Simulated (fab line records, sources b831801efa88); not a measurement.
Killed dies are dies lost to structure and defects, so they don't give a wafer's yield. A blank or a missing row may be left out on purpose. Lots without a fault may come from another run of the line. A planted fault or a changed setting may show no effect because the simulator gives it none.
fab line records | flow sky130
record lots=12 wafers=36 last_day=50
route steps=708 shown NWELL@67 VT_ADJUST_NCORE@130 POLY_GATE@231
lots that met no fault: from a run of the same line without faults
start_h: hours from the record's first day to the start of the lot's first wafer shown | wait_h: hours since the lot's step before | " the same as in the row above | L1.1+2: a row that stands for several wafers | - no value, or no start given | * or withheld: withheld | < > ~ a bound
route shown NAME@n: a module of which the file shows steps, and the number in the route of the first | usual: mean/standard deviation of fault-free wafers | same: alike in all rows | chamber/n: place in a boat | sites: the reading at each site | _std_site: their standard deviation | _edge_site: outer sites' mean less inner sites' | radius_mm: how far each site lies from the wafer's centre | mask NAME#n: copy n | behind: the tool/chamber that last shaped the wafer | hold: why the lot was held/for how many hours/how that ended | device: the transistor (n, p or np) that didn't switch | end of line: the same wafers' tests at the end of the route | a step without rows: its recipe alone | killed: dies lost to structure and defects at the first sort, not the wafer's yield | map: a wafer's dies, x killed, . not, _ none there
set.NAME: the setting as run; set.NAME@STEP: as run at that earlier step | model.NAME: the simulator's own value behind a step, which no gauge read
steps of the route over a sample of lots; a table a step, a row a wafer
services: from which hour (start_h, from the record's first day; less than 0 if before it) a tool's chamber was out of use, for how many hours, and why
## steps
# step SKY_NWELL_STRIP_14
# recipe chemistry=O2/N2 power_w=1400 pressure_mtorr=1500 platen_temp_c=withheld o2_flow_sccm=3000 n2_flow_sccm=300 overash_fraction=0.5
# usual drypump_motor_current_A=5.3/0.35 n2_flow_sccm=300.2/1.1 oes_product_au=0.722/0.0042 strip_time_to_endpoint_s=36.89/0.1
# columns lot.wafer tool chamber start_h wait_h drypump_motor_current_A n2_flow_sccm oes_product_au rf_hours_counter_h strip_time_to_endpoint_s
L982.3 plasma_asher-01 0 83.08 0.1 5.4 300.2 0.722 - 37.03
L982.4 " 1 " " 5.0 301.4 0.721 - 37.02
L982.5 " 1 " " 5.0 301.4 0.716 - 36.99
L983.4 plasma_asher-03 0 94.83 0.1 5.0 300.7 0.724 - 36.73
L983.5 " 1 " " 5.5 300.7 0.728 - 36.80
L983.6 " 0 " " 5.1 299.9 0.727 - 36.80
L984.1 plasma_asher-01 1 95.15 0.1 5.0 301.2 0.727 28 36.85
L984.3 " 1 " " 5.0 301.3 0.720 - 36.89
L984.5 " 1 " " 5.0 300.2 0.718 - 36.81
L992.1 plasma_asher-03 0 144.20 0.1 5.1 300.0 0.719 47 36.75
L992.5 " 1 " " 5.5 298.1 0.721 - 36.77
L992.6 " 0 " " 5.1 299.0 0.727 - 36.84
L995.2 plasma_asher-03 0 160.66 0.1 5.1 299.9 0.719 49 37.06
L995.3 " 0 " " 5.1 298.5 0.724 - 36.98
L995.5 " 0 " " 5.1 300.0 0.720 - 36.92
L997.2 plasma_asher-02 1 173.61 0.1 6.6 299.1 0.717 49 36.94
L997.4 " 1 " " 6.6 300.9 0.729 - 36.93
L997.5 " 1 " " 6.6 299.7 0.724 - 36.91
L100.1 plasma_asher-03 1 188.50 0.1 5.5 301.3 0.720 51 37.08
L100.5 " 1 " " 5.6 302.4 0.731 - 36.94
L100.6 " 0 " " 5.1 300.1 0.723 - 36.90
L101.1 plasma_asher-03 1 195.65 0.1 5.5 300.2 0.720 52 36.91
L101.2 " 0 " " 5.1 299.3 0.723 52 36.97
L101.5 " 1 " " 5.5 299.8 0.723 - 37.01
L102.1 plasma_asher-01 0 200.85 0.1 5.4 299.1 0.725 39 36.90
L102.3 " 1 " " 5.0 300.7 0.717 - 36.79
L102.4 " 0 " " 5.4 298.3 0.723 - 36.91
L103.2 plasma_asher-03 0 206.25 0.1 5.1 300.2 0.719 53 36.84
L103.3 " 0 " " 5.1 301.6 0.727 - 36.85
L103.5 " 0 " " 5.1 300.5 0.727 - 36.74
L104.2 plasma_asher-03 0 217.30 0.1 5.1 300.5 0.725 54 37.05
L104.3 " 0 " " 5.1 300.6 0.729 - 37.09
L104.5 " 0 " " 5.1 300.2 0.723 - 36.97
L105.1 plasma_asher-01 1 224.85 0.1 5.0 299.6 0.728 42 36.72
L105.5 " 0 " " 5.4 299.4 0.722 - 36.76
L105.6 " 1 " " 5.0 298.0 0.724 - 36.75
# step SKY_NWELL_TW_MEAS_26
# usual NWELL_2_TW=491/4
# columns lot.wafer tool chamber start_h wait_h NWELL_2_TW
L982.3 film_metro-04 - 100.97 0.1 496
L982.4 " - " " 498
L982.5 " - " " 495
L983.4 film_metro-04 - 113.08 0.1 496
L983.5 " - " " 494
L983.6 " - " " 497
L984.1 film_metro-04 - 113.40 0.1 497
L984.3 " - " " 495
L984.5 " - " " 495
L992.1 film_metro-02 - 163.90 0.1 490
L992.5 " - " " 488
L992.6 " - " " 491
L995.2 film_metro-02 - 181.31 0.1 492
L995.3 " - " " 492
L995.5 " - " " 489
L997.2 film_metro-04 - 194.87 0.1 494
L997.4 " - " " 494
L997.5 " - " " 491
L100.1 film_metro-03 - 210.45 0.1 489
L100.5 " - " " 488
L100.6 " - " " 486
L101.1 film_metro-03 - 218.80 0.1 484
L101.2 " - " " 485
L101.5 " - " " 485
L102.1 film_metro-02 - 223.70 0.1 488
L102.3 " - " " 488
L102.4 " - " " 491
L103.2 film_metro-02 - 230.26 0.1 489
L103.3 " - " " 489
L103.5 " - " " 489
L104.2 film_metro-03 - 240.41 0.1 486
L104.3 " - " " 489
L104.5 " - " " 484
L105.1 film_metro-04 - 247.21 0.1 496
L105.5 " - " " 495
L105.6 " - " " 497
# step SKY_VT_ADJUST_NCORE_TW_MEAS_11
# usual VT_ADJUST_NCORE_TW=216.2/2.1
# columns lot.wafer tool chamber start_h wait_h VT_ADJUST_NCORE_TW
L982.3 film_metro-01 - 177.58 0.1 218.1
L982.4 " - " " 216.8
L982.5 " - " " 218.4
L983.4 film_metro-04 - 192.70 0.1 218.6
L983.5 " - " " 217.6
L983.6 " - " " 217.6
L984.1 film_metro-01 - 193.71 0.1 218.3
L984.3 " - " " 216.9
L984.5 " - " " 217.4
L992.1 film_metro-01 - 254.22 0.1 216.1
L992.5 " - " " 216.0
L992.6 " - " " 216.1
L995.2 film_metro-03 - 274.03 0.1 214.6
L995.3 " - " " 214.3
L995.5 " - " " 214.1
L997.2 film_metro-04 - 290.23 0.1 219.5
L997.4 " - " " 220.1
L997.5 " - " " 219.3
L100.1 film_metro-03 - 306.07 0.1 214.9
L100.5 " - " " 214.4
L100.6 " - " " 214.9
L101.1 film_metro-03 - 317.62 0.1 214.0
L101.2 " - " " 213.1
L101.5 " - " " 213.4
L102.1 film_metro-03 - 320.56 0.1 214.3
L102.3 " - " " 213.8
L102.4 " - " " 212.5
L103.2 film_metro-03 - 330.02 0.1 214.2
L103.3 " - " " 214.1
L103.5 " - " " 213.8
L104.2 film_metro-03 - 342.13 0.1 215.1
L104.3 " - " " 214.1
L104.5 " - " " 215.5
L105.1 film_metro-04 - 348.46 0.1 219.2
L105.5 " - " " 217.4
L105.6 " - " " 218.6
# step SKY_POLY_GATE_ETCH_17
# recipe target_depth_nm=180 stop_on=SiO2 over_etch_frac=0.56667 chemistry=HBr/Cl2 target=poly-Si icp_w=400 bias_w=100 pressure_mtorr=10 HBr_flow_sccm=150 Cl2_flow_sccm=50 time_s=70.5
# usual drypump_motor_current_A=5.8/0.44 he_backside_leak_sccm=2.66/0.26 oes_product_au=0.980/0.0076 run_length_s=98.9/0.43 throttle_valve_pct=33.683/0.01
# columns lot.wafer tool chamber start_h wait_h drypump_motor_current_A he_backside_leak_sccm oes_product_au rf_hours_counter_h run_length_s throttle_valve_pct
L982.3 rie_si-01 0 361.71 0.0 5.9 2.40 0.986 1 98.9 33.677
L982.4 " 2 " " 4.7 2.91 0.986 15 98.5 33.680
L982.5 " 1 " " 5.9 2.59 0.977 - 99.2 33.692
L983.4 rie_si-02 1 383.49 0.0 5.7 2.47 0.978 - 98.4 33.700
L983.5 " 2 " " 5.5 2.84 0.984 - 98.8 33.699
L983.6 " 3 " " 6.1 2.75 0.986 - 99.5 33.672
L984.1 rie_si-01 2 383.49 0.0 4.7 2.91 0.987 15 98.3 33.693
L984.3 " 0 " " 5.9 2.42 0.991 2 99.1 33.668
L984.5 " 1 " " 6.0 2.63 0.965 - 99.2 33.696
L992.1 rie_si-02 2 470.00 0.0 5.5 2.70 0.974 50 99.0 33.682
L992.5 " 0 " " 6.4 2.81 0.987 - 80.5 33.672
L992.6 " 1 " " 5.8 2.52 0.981 - 98.9 33.667
L995.2 rie_si-01 0 489.86 0.0 5.9 2.44 0.973 2 98.9 33.692
L995.3 " 2 " " 4.7 2.67 0.977 16 98.4 33.676
L995.5 " 1 " " 6.0 2.68 0.959 - 99.1 33.681
L997.2 rie_si-01 1 507.45 0.0 6.0 2.69 0.970 30 99.2 33.692
L997.4 " 0 " " 6.0 2.17 0.990 3 98.8 33.684
L997.5 " 2 " " 4.7 2.89 0.987 - 98.2 33.686
L100.1 rie_si-01 1 524.11 0.0 5.9 2.67 0.972 30 99.5 33.701
L100.5 " 3 " " 5.8 2.64 0.983 - 98.3 33.680
L100.6 " 0 " " 5.9 2.32 0.980 - 98.9 33.695
L101.1 rie_si-01 1 539.85 0.0 5.9 2.70 0.966 30 99.1 33.687
L101.2 " 2 " " 4.7 2.78 0.985 16 98.2 33.689
L101.5 " 3 " " 5.8 2.47 0.981 - 98.5 33.673
L102.1 rie_si-02 2 544.24 0.0 5.6 2.65 0.965 0 99.3 33.674
L102.3 " 3 " " 6.0 2.85 0.975 3 99.0 33.692
L102.4 " 3 " " 6.0 2.98 0.984 - 99.0 33.686
L103.2 rie_si-01 2 552.06 0.0 4.7 2.82 0.975 16 98.8 33.680
L103.3 " 0 " " 5.9 2.41 0.985 3 99.0 33.676
L103.5 " 2 " " 4.7 2.75 0.981 - 98.2 33.682
L104.2 rie_si-02 3 563.49 0.1 6.0 2.76 0.991 3 98.8 33.663
L104.3 " 1 " " 5.7 2.43 0.986 17 98.7 33.683
L104.5 " 1 " " 5.7 2.38 0.976 - 98.5 33.700
L105.1 rie_si-01 2 574.96 0.0 4.7 3.43 0.984 16 98.2 33.674
L105.5 " 0 " " 5.9 2.35 0.988 - 99.5 33.683
L105.6 " 3 " " 5.8 2.40 0.989 - 98.5 33.694
# step SKY_POLY_GATE_STRIP_18
# recipe chemistry=O2/N2 power_w=1400 pressure_mtorr=1500 platen_temp_c=withheld o2_flow_sccm=3000 n2_flow_sccm=300 overash_fraction=0.5
# usual drypump_motor_current_A=6.0/0.62 n2_flow_sccm=300.1/0.9 oes_product_au=0.361/0.0049 strip_time_to_endpoint_s=3.17/0.05
# columns lot.wafer tool chamber start_h wait_h drypump_motor_current_A n2_flow_sccm oes_product_au rf_hours_counter_h strip_time_to_endpoint_s
L982.3 plasma_asher-02 0 361.80 0.1 5.5 299.3 0.355 - 3.14
L982.4 " 1 " " 6.7 299.5 0.366 - 3.16
L982.5 " 1 " " 6.7 300.4 0.362 - 3.16
L983.4 plasma_asher-04 0 383.55 0.0 6.7 299.0 0.358 - 3.21
L983.5 " 0 " " 6.7 299.3 0.360 - 3.14
L983.6 " 1 " " 6.0 299.7 0.366 - 3.21
L984.1 plasma_asher-01 0 383.60 0.1 5.4 300.3 0.367 58 3.21
L984.3 " 0 " " 5.4 300.0 0.349 - 3.13
L984.5 " 1 " " 5.0 299.9 0.370 - 3.18
L992.1 plasma_asher-02 1 470.06 0.0 6.7 300.4 0.369 76 3.16
L992.5 " 0 " " 5.5 299.7 0.374 - 3.47
L992.6 " 1 " " 6.7 300.6 0.366 - 3.16
L995.2 plasma_asher-02 0 489.92 0.0 5.5 299.4 0.362 78 3.19
L995.3 " 1 " " 6.7 301.6 0.360 - 3.15
L995.5 " 0 " " 5.5 299.0 0.361 - 3.28
L997.2 plasma_asher-04 0 507.51 0.0 6.7 299.2 0.358 37 3.16
L997.4 " 0 " " 6.7 299.3 0.362 - 3.18
L997.5 " 0 " " 6.7 300.7 0.369 - 3.16
L100.1 plasma_asher-04 0 524.17 0.0 6.7 299.4 0.361 39 3.20
L100.5 " 0 " " 6.7 300.1 0.369 - 3.20
L100.6 " 1 " " 6.1 301.4 0.358 - 3.18
L101.1 plasma_asher-04 0 539.91 0.0 6.7 299.9 0.353 40 3.14
L101.2 " 1 " " 6.1 301.2 0.367 40 3.21
L101.5 " 1 " " 6.1 301.2 0.361 - 3.19
L102.1 plasma_asher-01 0 544.30 0.0 5.4 300.4 0.361 74 3.13
L102.3 " 0 " " 5.4 301.2 0.362 - 3.09
L102.4 " 1 " " 5.0 302.1 0.362 - 3.22
L103.2 plasma_asher-01 0 552.12 0.0 5.4 299.5 0.365 75 3.26
L103.3 " 1 " " 5.0 299.6 0.369 - 3.20
L103.5 " 0 " " 5.4 301.2 0.364 - 3.21
L104.2 plasma_asher-04 0 563.55 0.0 6.7 300.9 0.363 42 3.14
L104.3 " 0 " " 6.7 299.8 0.362 - 3.20
L104.5 " 0 " " 6.7 299.9 0.363 - 3.19
L105.1 plasma_asher-01 1 575.02 0.0 5.0 300.5 0.367 78 3.24
L105.5 " 0 " " 5.4 298.6 0.354 - 3.15
L105.6 " 1 " " 5.0 299.8 0.362 - 3.17
## services
# columns tool chamber start_h hours kind
plasma_asher-04 - 73.69 0.5 repair
plasma_asher-02 - 81.77 1.3 repair
plasma_asher-04 - 96.85 21.6 repair
plasma_asher-04 - 118.45 9.0 pm
rie_si-01 - 130.69 15.6 pm
rie_si-02 1 159.94 7.2 repair
plasma_asher-03 - 168.11 0.9 repair
plasma_asher-04 - 177.69 2.6 repair
rie_si-01 3 191.52 4.1 repair
rie_si-01 3 201.19 5.7 repair
plasma_asher-02 - 256.13 7.1 repair
plasma_asher-03 - 284.00 3.3 repair
rie_si-01 3 305.08 1.9 repair
plasma_asher-04 - 306.27 1.4 repair
plasma_asher-01 - 327.62 1.0 repair
plasma_asher-03 - 334.06 2.8 pm
plasma_asher-02 - 372.87 12.5 repair
rie_si-02 0 377.24 15.6 repair
rie_si-01 - 390.02 2.8 pm
plasma_asher-04 - 406.08 2.8 pm
rie_si-01 0 413.77 2.5 repair
plasma_asher-03 - 421.25 9.0 pm
plasma_asher-04 - 430.45 1.0 repair
rie_si-01 - 472.92 2.0 repair
## key
first_sign step=SKY_POLY_GATE_ETCH_17 reading=run_length_s direction=down sigmas=42 usual=* struck=*
effect step=SKY_POLY_GATE_STRIP_18 reading=strip_time_to_endpoint_s direction=up sigmas=5.9 usual=* struck=*
met_at SKY_POLY_GATE_ETCH_17
struck_lots L992
struck_wafers L992.5
later_rows_left_out L992.5
sort_left_out L992.5
tester_left_out L992
not_acting_at SKY_NWELL_STRIP_14,SKY_NWELL_TW_MEAS_26,SKY_VT_ADJUST_NCORE_TW_MEAS_11
fault kind=process_parameter_drift tool=rie_si-02 chamber=0 onset_h=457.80 steps=SKY_POLY_GATE_ETCH_17 channel=time_s offset=* shape=step end_h=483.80 acts_in=* stated=*
# tester_left_out: of these lots the tester's yield and bins aren't shown, on N5 and GAA mostly nor the transistor test; their killed dies are dies lost to structure and defects alone, not to doping, threshold or leakage, so they don't give the yield
# sort_left_out: the simulated sort isn't trusted on such a fault, so these wafers' sort isn't shown, and their yield isn't known
# later_rows_left_out: the simulator's readings of these wafers behind a module that went badly wrong aren't trusted and aren't shown, but for the sort
